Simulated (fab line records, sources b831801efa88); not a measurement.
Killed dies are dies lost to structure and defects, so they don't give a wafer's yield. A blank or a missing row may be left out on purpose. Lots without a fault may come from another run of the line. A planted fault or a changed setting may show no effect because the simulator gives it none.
fab line records | flow sky130
record lots=14 wafers=41 last_day=50
route steps=708 shown POLY_CUT@316 SD_N@350 LI_CONTACT@362 LOCAL_INTERCONNECT@387 PAD_OPEN@708
lots that met no fault: from a run of the same line without faults
start_h: hours from the record's first day to the start of the lot's first wafer shown | wait_h: hours since the lot's step before | " the same as in the row above | L1.1+2: a row that stands for several wafers | - no value, or no start given | * or withheld: withheld | < > ~ a bound
route shown NAME@n: a module of which the file shows steps, and the number in the route of the first | usual: mean/standard deviation of fault-free wafers | same: alike in all rows | chamber/n: place in a boat | sites: the reading at each site | _std_site: their standard deviation | _edge_site: outer sites' mean less inner sites' | radius_mm: how far each site lies from the wafer's centre | mask NAME#n: copy n | behind: the tool/chamber that last shaped the wafer | hold: why the lot was held/for how many hours/how that ended | device: the transistor (n, p or np) that didn't switch | end of line: the same wafers' tests at the end of the route | a step without rows: its recipe alone | killed: dies lost to structure and defects at the first sort, not the wafer's yield | map: a wafer's dies, x killed, . not, _ none there
set.NAME: the setting as run; set.NAME@STEP: as run at that earlier step | model.NAME: the simulator's own value behind a step, which no gauge read
steps of the route over a sample of lots; a table a step, a row a wafer
services: from which hour (start_h, from the record's first day; less than 0 if before it) a tool's chamber was out of use, for how many hours, and why
## steps
# step SKY_POLY_CUT_OVL_MEAS_09
# usual POLY_CUT_OVL=-7/4.7
# columns lot.wafer tool chamber start_h wait_h POLY_CUT_OVL[nm]
L853.2 overlay-02 - 563.23 0.1 -12
L853.4 " - " " -8
L853.5 " - " " -12
L856.1 overlay-02 - 581.88 0.1 -10
L856.4 " - " " -7
L856.6 " - " " -6
L858.1 overlay-01 - 610.61 0.1 -2
L858.3 " - " " -6
L858.5 " - " " -8
L859.1 overlay-01 - 622.73 0.1 -8
L859.4 " - " " -10
L859.6 " - " " -7
L862.2 overlay-01 - 657.26 0.1 -1
L862.4 " - " " 0
L862.6 " - " " -3
L864.2 overlay-01 - 662.84 0.1 -5
L864.4 " - " " -4
L864.5 " - " " -4
L865.4 overlay-02 - 666.75 0.1 -12
L865.6 " - " " -13
L866.1 overlay-01 - 668.52 0.1 -14
L866.5 " - " " -10
L866.6 " - " " -7
L868.1 overlay-02 - 690.38 0.1 -7
L868.2 " - " " -6
L868.3 " - " " -4
L869.2 overlay-01 - 696.78 0.1 -1
L869.4 " - " " -2
L869.6 " - " " 6
L870.1 overlay-02 - 702.97 0.1 -2
L870.3 " - " " 2
L870.6 " - " " 1
L872.3 overlay-02 - 714.04 0.1 -15
L872.4 " - " " -9
L872.6 " - " " -15
L874.1 overlay-01 - 732.46 0.1 1
L874.4 " - " " -5
L874.6 " - " " -2
L876.1 overlay-02 - 744.46 0.1 -3
L876.3 " - " " -4
L876.6 " - " " -5
# step SKY_SD_N_OVL_MEAS_08
# usual SD_N_OVL=0.3/1.3
# columns lot.wafer tool chamber start_h wait_h SD_N_OVL[nm]
L853.2 overlay-01 - 650.03 0.1 -0.9
L853.4 " - " " 0.8
L853.5 " - " " -1.3
L856.1 overlay-02 - 668.82 0.1 1.1
L856.4 " - " " 1.2
L856.6 " - " " 0.5
L858.1 overlay-01 - 696.21 0.1 -0.2
L858.3 " - " " 0.2
L858.5 " - " " 0.3
L859.1 overlay-02 - 708.08 0.1 0.9
L859.4 " - " " -1.7
L859.6 " - " " 0.5
L862.2 overlay-01 - 741.53 0.1 1.6
L862.4 " - " " 1.2
L862.6 " - " " 1.7
L864.2 overlay-02 - 745.96 0.1 1.0
L864.4 " - " " 0.1
L864.5 " - " " -0.2
L865.4 overlay-02 - 751.20 0.1 -0.1
L865.6 " - " " 0.7
L866.1 overlay-01 - 752.43 0.1 4.2
L866.5 " - " " 3.2
L866.6 " - " " 3.2
L868.1 overlay-01 - 772.57 0.1 1.2
L868.2 " - " " -0.1
L868.3 " - " " 0.4
L869.2 overlay-02 - 778.71 0.1 -1.5
L869.4 " - " " -1.0
L869.6 " - " " -1.2
L870.1 overlay-02 - 784.41 0.1 -1.9
L870.3 " - " " -0.4
L870.6 " - " " -0.3
L872.3 overlay-02 - 794.87 0.1 -0.3
L872.4 " - " " -1.4
L872.6 " - " " -1.3
L874.1 overlay-02 - 814.03 0.1 -0.6
L874.4 " - " " 0.3
L874.6 " - " " 1.1
L876.1 overlay-01 - 824.11 0.1 -0.5
L876.3 " - " " -0.5
L876.6 " - " " -0.7
# step SKY_LI_CONTACT_HDPCVD_00
# recipe material=PSG target_thk_nm=930 sigma_open_frac=0.3 time_s=155 temp_c=600 sih4_flow_sccm=60 pressure_mtorr=6
# usual sih4_flow_sccm=60.03/0.16
# columns lot.wafer tool chamber start_h wait_h sih4_flow_sccm
L853.2 hdpcvd-01 2 651.15 0.0 60.07
L853.4 " 1 " " 60.39
L853.5 " 2 " " 60.31
L856.1 hdpcvd-02 1 669.94 0.0 59.94
L856.4 " 2 " " 60.13
L856.6 " 0 " " 60.39
L858.1 hdpcvd-02 2 697.30 0.0 60.12
L858.3 " 0 " " 60.21
L858.5 " 1 " " 60.18
L859.1 hdpcvd-02 2 709.23 0.0 60.05
L859.4 " 1 " " 59.86
L859.6 " 2 " " 59.98
L862.2 hdpcvd-01 1 742.63 0.0 60.21
L862.4 " 1 " " 60.00
L862.6 " 2 " " 60.21
L864.2 hdpcvd-02 0 747.05 0.0 60.22
L864.4 " 2 " " 59.83
L864.5 " 0 " " 60.53
L865.4 hdpcvd-01 0 752.38 0.1 60.19
L865.6 " 2 " " 60.08
L866.1 hdpcvd-01 2 753.55 0.0 60.09
L866.5 " 1 " " 60.09
L866.6 " 2 " " 59.86
L868.1 hdpcvd-02 1 773.67 0.0 60.00
L868.2 " 0 " " 59.96
L868.3 " 2 " " 60.18
L869.2 hdpcvd-02 2 779.80 0.0 59.97
L869.4 " 0 " " 60.20
L869.6 " 1 " " 59.82
L870.1 hdpcvd-02 1 785.51 0.0 59.71
L870.3 " 0 " " 59.87
L870.6 " 2 " " 60.18
L872.3 hdpcvd-02 1 795.96 0.0 60.03
L872.4 " 1 " " 59.94
L872.6 " 0 " " 59.92
L874.1 hdpcvd-01 2 815.13 0.0 59.90
L874.4 " 1 " " 59.92
L874.6 " 0 " " 60.11
L876.1 hdpcvd-01 0 825.21 0.0 60.01
L876.3 " 2 " " 59.92
L876.6 " 0 " " 59.94
# step SKY_LI_CONTACT_THK_MEAS_01
# recipe reads=PSG_of_LI_CONTACT_HDPCVD_00
# usual LI_CONTACT_HDPCVD_THK=927/13
# columns lot.wafer tool chamber start_h wait_h LI_CONTACT_HDPCVD_THK[nm]
L853.2 film_metro-04 - 651.26 0.1 906
L853.4 " - " " 937
L853.5 " - " " 908
L856.1 film_metro-04 - 670.04 0.1 925
L856.4 " - " " 914
L856.6 " - " " 931
L858.1 film_metro-01 - 697.41 0.1 927
L858.3 " - " " 943
L858.5 " - " " 924
L859.1 film_metro-03 - 709.34 0.1 930
L859.4 " - " " 926
L859.6 " - " " 927
L862.2 film_metro-01 - 742.74 0.1 933
L862.4 " - " " 930
L862.6 " - " " 907
L864.2 film_metro-01 - 747.17 0.1 949
L864.4 " - " " 912
L864.5 " - " " 955
L865.4 film_metro-03 - 752.46 0.0 937
L865.6 " - " " 913
L866.1 film_metro-04 - 753.65 0.1 919
L866.5 " - " " 925
L866.6 " - " " 910
L868.1 film_metro-01 - 773.77 0.1 920
L868.2 " - " " 946
L868.3 " - " " 911
L869.2 film_metro-03 - 779.92 0.1 793
L869.4 " - " " 800
L869.6 " - " " 807
L870.1 film_metro-04 - 785.61 0.1 787
L870.3 " - " " 805
L870.6 " - " " 781
L872.3 film_metro-01 - 796.08 0.1 801
L872.4 " - " " 790
L872.6 " - " " 812
L874.1 film_metro-04 - 815.23 0.1 903
L874.4 " - " " 935
L874.6 " - " " 923
L876.1 film_metro-03 - 825.31 0.1 940
L876.3 " - " " 904
L876.6 " - " " 926
# step SKY_LI_CONTACT_ETCH_15
# recipe target=PSG chemistry=C4F8/O2/Ar stop_on=Si taper_deg=4.15 mask_material=KrF-thick source_w=1500 bias_w=1200 pressure_mtorr=40 c4f8_flow_sccm=withheld O2_flow_sccm=6 Ar_flow_sccm=300 time_s=withheld target_depth_a=6000
# usual oes_product_au=0.838/0.0046 rf_fwd_power_W=1493/5.2
# columns lot.wafer tool chamber start_h wait_h oes_product_au rf_fwd_power_W
L853.2 rie_diel-04 2 679.65 0.0 0.834 1495
L853.4 " 0 " " 0.849 1489
L853.5 " 3 " " 0.836 1493
L856.1 rie_diel-04 2 698.14 0.0 0.825 1485
L856.4 " 1 " " 0.842 1487
L856.6 " 1 " " 0.838 1485
L858.1 rie_diel-04 0 726.44 0.0 0.837 1488
L858.3 " 3 " " 0.849 1492
L858.5 " 0 " " 0.834 1499
L859.1 rie_diel-03 0 737.51 0.0 0.837 1486
L859.4 " 3 " " 0.840 1491
L859.6 " 1 " " 0.829 1494
L862.2 rie_diel-03 3 769.81 0.0 0.839 1486
L862.4 " 1 " " 0.828 1492
L862.6 " 3 " " 0.836 1496
L864.2 rie_diel-01 1 774.99 0.0 0.842 1488
L864.4 " 3 " " 0.839 1504
L864.5 " 1 " " 0.827 1486
L865.4 rie_diel-01 1 779.25 0.0 0.843 1488
L865.6 " 3 " " 0.843 1488
L866.1 rie_diel-03 2 780.84 0.0 0.843 1486
L866.5 " 3 " " 0.850 1501
L866.6 " 2 " " 0.839 1486
L868.1 rie_diel-03 1 801.20 0.0 0.837 1491
L868.2 " 3 " " 0.838 1487
L868.3 " 0 " " 0.840 1482
L869.2 rie_diel-01 1 806.24 0.0 0.735 1500
L869.4 " 2 " " 0.739 1496
L869.6 " 0 " " 0.729 1492
L870.1 rie_diel-01 2 812.91 0.0 0.739 1490
L870.3 " 1 " " 0.739 1492
L870.6 " 3 " " 0.745 1494
L872.3 rie_diel-03 2 822.49 0.0 0.739 1489
L872.4 " 1 " " 0.736 1499
L872.6 " 2 " " 0.734 1492
L874.1 rie_diel-03 0 842.06 0.0 0.838 1497
L874.4 " 2 " " 0.839 1490
L874.6 " 0 " " 0.837 1490
L876.1 rie_diel-03 2 852.46 0.0 0.843 1484
L876.3 " 0 " " 0.839 1486
L876.6 " 1 " " 0.836 1495
# step SKY_LOCAL_INTERCONNECT_SPUTTER_00
# recipe material=TiN target_thk_nm=100 temp_c=300 power_w=6500 time_s=83.3 chamber_pressure_pa=0.4
# usual cathode_dc_power_W=6500.0/1.1 throttle_valve_pct=30.5/0.9
# columns lot.wafer tool chamber start_h wait_h cathode_dc_power_W throttle_valve_pct
L853.2 pvd_sputter-01 - 680.77 0.2 6498.4 32.2
L853.4 " - " " 6498.7 30.1
L853.5 " - " " 6501.1 31.7
L856.1 pvd_sputter-01 - 699.26 0.2 6501.2 29.1
L856.4 " - " " 6499.2 30.4
L856.6 " - " " 6501.4 30.4
L858.1 pvd_sputter-01 - 727.56 0.2 6499.9 31.8
L858.3 " - " " 6499.5 30.0
L858.5 " - " " 6500.0 30.0
L859.1 pvd_sputter-02 - 738.66 0.2 6498.2 31.2
L859.4 " - " " 6499.1 30.0
L859.6 " - " " 6499.4 29.6
L862.2 pvd_sputter-01 - 770.93 0.2 6499.4 31.7
L862.4 " - " " 6500.9 28.9
L862.6 " - " " 6501.3 30.3
L864.2 pvd_sputter-03 - 776.13 0.3 6498.5 32.0
L864.4 " - " " 6498.7 29.2
L864.5 " - " " 6499.1 31.2
L865.4 pvd_sputter-01 - 780.38 0.2 6500.2 30.3
L865.6 " - " " 6501.5 29.1
L866.1 pvd_sputter-02 - 781.96 0.1 6500.1 30.1
L866.5 " - " " 6501.7 30.8
L866.6 " - " " 6499.7 30.0
L868.1 pvd_sputter-02 - 802.33 0.2 6500.8 31.4
L868.2 " - " " 6499.6 30.8
L868.3 " - " " 6499.1 30.2
L869.2 pvd_sputter-01 - 807.36 0.1 6499.7 29.1
L869.4 " - " " 6497.9 30.3
L869.6 " - " " 6500.2 29.2
L870.1 pvd_sputter-01 - 814.03 0.1 6501.0 31.9
L870.3 " - " " 6500.0 29.8
L870.6 " - " " 6498.6 30.3
L872.3 pvd_sputter-02 - 823.63 0.1 6501.2 30.6
L872.4 " - " " 6501.5 31.6
L872.6 " - " " 6501.8 30.0
L874.1 pvd_sputter-03 - 843.18 0.1 6501.7 32.1
L874.4 " - " " 6500.1 31.4
L874.6 " - " " 6497.4 31.4
L876.1 pvd_sputter-02 - 853.58 0.2 6500.4 31.3
L876.3 " - " " 6501.6 30.8
L876.6 " - " " 6503.0 30.0
# step SKY_PAD_OPEN_PROBE_99
# usual defect_limited_yield=82.6/1.8 killed_at_M0_to_M3=43/6.3 killed_at_M4_up=3.0/1.6 killed_at_contacts=25/5 killed_at_front_end=15/4.4 killed_at_other=0.3/0.8 killed_dies=85/8.7 killed_open=47/6.9 killed_short=38/6.3 sort_bin_3_pad_short=0.9/0.39 sort_bin_5_function=10.3/1.3 sort_bin_6_memory=6.2/1.1 sort_n_pass=407/8.8 sort_yield_pct=82.6/1.8
# same gross_dies=492 killed_at_back_side=0 sort_bin_4_leakage[%]=0 sort_bin_8_speed[%]=0
# columns lot.wafer tool chamber start_h wait_h defect_limited_yield[%] killed_at_M0_to_M3 killed_at_M4_up killed_at_contacts killed_at_front_end killed_at_other killed_dies killed_open killed_short sort_bin_3_pad_short[%] sort_bin_5_function[%] sort_bin_6_memory[%] sort_n_pass sort_yield_pct[%]
L856.1 prober-02 - 1093.67 0.1 81.3 51 4 21 15 1 92 52 40 0.6 10.8 7.3 400 81.3
L856.4 prober-02 - 1093.82 0.2 82.5 44 1 27 14 0 86 50 36 1.6 12.2 3.7 406 82.5
L856.6 prober-02 - 1093.92 0.2 85.4 28 1 24 19 0 72 45 27 0.4 8.9 5.3 420 85.4
L859.1 prober-02 - 1121.61 0.1 80.5 47 3 27 18 1 96 53 43 0.8 11.4 7.3 396 80.5
L859.4 prober-02 - 1121.76 0.2 81.3 43 4 29 16 0 92 57 35 0.2 12.2 6.3 400 81.3
L859.6 prober-02 - 1121.86 0.2 82.5 41 1 26 18 0 86 49 37 0.4 10.2 6.9 406 82.5
L864.2 prober-02 - 1152.64 0.1 83.9 36 4 21 18 0 79 43 34 0.2 9.6 6.3 413 83.9
L864.4 prober-02 - 1152.74 0.2 82.7 48 1 22 14 0 85 45 40 0.6 9.8 6.9 407 82.7
L864.5 prober-02 - 1152.79 0.2 83.9 41 4 16 18 0 79 44 35 0.4 8.9 6.7 413 83.9
L868.1 prober-01 - 1167.78 0.1 86.4 27 1 22 17 0 67 31 36 1.2 8.5 3.9 425 86.4
L868.2 prober-01 - 1167.83 0.1 80.7 50 4 23 18 0 95 50 45 0.4 11.4 7.5 397 80.7
L868.3 prober-01 - 1167.88 0.2 82.1 42 4 32 10 0 88 48 40 1.0 10.6 6.3 404 82.1
# killed by level:class
L856.1 VIA1:geometric_particle:open=18 CONTACT:geometric_particle:open=8 FIELD_ISO:geometric_particle:open=7 CONTACT:geometric_particle:short=6 METAL1:geometric_particle:short=6 LI_CONTACT:geometric_particle:open=5 METAL2:geometric_particle:short=5 VIA2:geometric_particle:open=5
L856.4 LI_CONTACT:geometric_particle:open=10 VIA2:geometric_particle:open=9 CONTACT:geometric_particle:open=7 METAL2:geometric_particle:short=7 VIA3:geometric_particle:open=6 VIA1:geometric_particle:open=6 FIELD_ISO:geometric_particle:short=5 LI_CONTACT:geometric_particle:short=5
L856.6 CONTACT:geometric_particle:open=7 VIA1:geometric_particle:open=7 LI_CONTACT:geometric_particle:open=6 VIA3:geometric_particle:open=6 FIELD_ISO:geometric_particle:open=5 FIELD_ISO:geometric_particle:short=5 POLY_GATE:geometric_particle:open=4 METAL2:geometric_particle:short=4
L859.1 VIA1:geometric_particle:open=11 LI_CONTACT:geometric_particle:open=9 VIA3:geometric_particle:open=8 METAL2:geometric_particle:short=8 CONTACT:geometric_particle:open=6 VIA1:geometric_particle:short=5 CONTACT:geometric_particle:short=5 VIA2:geometric_particle:open=5
L859.4 LI_CONTACT:geometric_particle:open=12 VIA1:geometric_particle:open=10 CONTACT:geometric_particle:open=7 VIA1:geometric_particle:short=6 VIA3:geometric_particle:open=6 METAL1:geometric_particle:short=6 POLY_GATE:geometric_particle:open=5 LOCAL_INTERCONNECT:geometric_particle:short=5
L859.6 VIA1:geometric_particle:open=11 METAL2:geometric_particle:short=8 CONTACT:geometric_particle:open=7 LOCAL_INTERCONNECT:geometric_particle:short=6 POLY_GATE:geometric_particle:open=6 LI_CONTACT:geometric_particle:open=6 FIELD_ISO:geometric_particle:short=5 FIELD_ISO:geometric_particle:open=5
L864.2 VIA1:geometric_particle:open=15 LI_CONTACT:geometric_particle:open=7 FIELD_ISO:geometric_particle:short=6 POLY_GATE:geometric_particle:open=6 VIA2:geometric_particle:open=6 LOCAL_INTERCONNECT:geometric_particle:short=5 CONTACT:geometric_particle:open=4 POLY_GATE:geometric_particle:short=4
L864.4 VIA1:geometric_particle:open=9 LI_CONTACT:geometric_particle:open=8 METAL2:geometric_particle:short=7 METAL1:geometric_particle:short=6 VIA3:geometric_particle:open=6 POLY_GATE:geometric_particle:open=5 CONTACT:geometric_particle:open=5 VIA2:geometric_particle:open=5
L864.5 VIA1:geometric_particle:open=11 CONTACT:geometric_particle:open=7 METAL1:geometric_particle:short=6 LI_CONTACT:geometric_particle:open=5 VIA2:geometric_particle:open=5 FIELD_ISO:geometric_particle:short=4 VIA3:geometric_particle:open=4 METAL3:geometric_particle:short=4
L868.1 FIELD_ISO:geometric_particle:short=7 CONTACT:geometric_particle:open=7 LI_CONTACT:geometric_particle:open=6 VIA3:geometric_particle:short=5 FIELD_ISO:geometric_particle:open=4 LI_CONTACT:geometric_particle:short=4 VIA1:geometric_particle:short=4 VIA2:geometric_particle:open=4
L868.2 VIA1:geometric_particle:open=13 VIA3:geometric_particle:open=11 CONTACT:geometric_particle:open=9 LOCAL_INTERCONNECT:geometric_particle:short=6 VIA1:geometric_particle:short=5 METAL1:geometric_particle:short=5 POLY_GATE:geometric_particle:short=4 METAL4:geometric_particle:short=4
L868.3 LI_CONTACT:geometric_particle:open=14 VIA1:geometric_particle:open=11 CONTACT:geometric_particle:open=7 METAL2:geometric_particle:short=7 VIA1:geometric_particle:short=5 FIELD_ISO:geometric_particle:open=4 VIA3:geometric_particle:open=4 CONTACT:geometric_particle:short=4
## services
# columns tool chamber start_h hours kind
rie_diel-03 2 635.15 28.9 repair
rie_diel-04 0 636.15 14.0 repair
rie_diel-03 1 646.89 6.5 repair
hdpcvd-02 - 650.75 15.0 pm
hdpcvd-02 0 650.75 15.0 vent_cycle
rie_diel-01 0 653.60 7.0 repair
pvd_sputter-03 - 676.62 2.1 repair
pvd_sputter-03 - 677.29 5.2 repair
hdpcvd-01 - 686.54 0.3 repair
hdpcvd-01 1 696.37 6.7 repair
rie_diel-04 2 702.63 3.6 repair
rie_diel-04 3 705.89 2.7 repair
rie_diel-04 - 718.60 2.8 pm
rie_diel-04 3 735.53 1.6 repair
hdpcvd-01 - 748.04 2.9 repair
rie_diel-04 2 759.06 26.2 repair
rie_diel-04 0 759.63 13.1 repair
rie_diel-04 1 759.67 3.8 repair
rie_diel-01 0 779.55 3.6 repair
rie_diel-03 1 789.64 2.9 repair
rie_diel-03 3 808.40 26.5 repair
rie_diel-04 1 815.68 15.1 repair
pvd_sputter-03 - 849.39 10.7 repair
hdpcvd-02 - 852.88 0.6 repair
## key
first_sign step=SKY_LI_CONTACT_THK_MEAS_01 reading=LI_CONTACT_HDPCVD_THK direction=down sigmas=10 usual=927 struck=797
effect step=SKY_LI_CONTACT_ETCH_15 reading=oes_product_au direction=down sigmas=22 usual=0.838 struck=0.737
met_at SKY_LI_CONTACT_HDPCVD_00
struck_lots L869,L870,L872
rows_end L869.2,L869.4,L869.6,L870.1,L870.3,L870.6,L872.3,L872.4,L872.6
not_acting_at SKY_POLY_CUT_OVL_MEAS_09,SKY_SD_N_OVL_MEAS_08,SKY_LOCAL_INTERCONNECT_SPUTTER_00
onset_between 773.67 779.80
fault kind=site_profile_drift tool=hdpcvd-02 chamber=- onset_h=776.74 steps=SKY_LI_CONTACT_HDPCVD_00 basis=fraction max_abs_drift=0.31135 slope_share_per_hr=69.189 site_pattern=0,0,0,0,0,-1,-1,-1,-1
# rows_end: these wafers met a further fault down the route, and their rows from its step on are left out
